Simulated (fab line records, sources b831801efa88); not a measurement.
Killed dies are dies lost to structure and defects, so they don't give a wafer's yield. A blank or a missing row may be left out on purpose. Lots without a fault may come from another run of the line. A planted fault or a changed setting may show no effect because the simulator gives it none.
Chamber matching | flow sky130 | SKY_LI_CONTACT_ETCH_15 on rie_diel-04: 4 sister chambers
The step etches PSG in C4F8/O2/Ar, stops on Si, target depth 600 nm. 4 wafers are shown with their chamber, then 9 later ones without.

WAFERS WITH THEIR CHAMBER
wafer  | chamber | rf_fwd_power_W (W)
L092.3 | 2       | 1498
L092.4 | 3       | 1488
L093.2 | 1       | 1494
L093.6 | 0       | 1492

WAFERS WITHOUT THEIR CHAMBER
wafer  | rf_fwd_power_W (W)
L094.2 | 1493
L094.5 | 1490
L094.6 | 1496
L096.3 | 1484
L096.4 | 1494
L096.6 | 1484
L097.1 | 1499
L097.4 | 1490
L097.5 | 1493

WHICH CHAMBER EACH WENT THROUGH
wafer  | from the rows above               | in truth
L094.2 | can't be placed: 0 or 1 or 2 or 3 | 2
L094.5 | can't be placed: 0 or 3 or 1      | 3
L094.6 | can't be placed: 1 or 2 or 0      | 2
L096.3 | can't be placed: 3 or 0           | 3
L096.4 | can't be placed: 1 or 0 or 2      | 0
L096.6 | can't be placed: 3 or 0           | 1
L097.1 | can't be placed: 2 or 1           | 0
L097.4 | can't be placed: 0 or 3 or 1      | 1
L097.5 | can't be placed: 0 or 1 or 2 or 3 | 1
Placed correctly: 0 of 9. Can't be placed from these rows: 9 (the true chamber is among the candidates in 7). Placed wrongly: 0.
How it was worked out, from the rows above alone: a wafer's distance from a chamber is the root of the sum, over the readings, of the square of ((its reading less the chamber's mean) divided by the reading's scatter). The wafer belongs to the nearest chamber; if the next one is less than 2 further off, it can't be placed. A chamber's mean is the mean of its shown wafers. The scatter: with one shown wafer a chamber, the root of the mean of the squares of how far each hidden wafer lies from its nearest shown one.
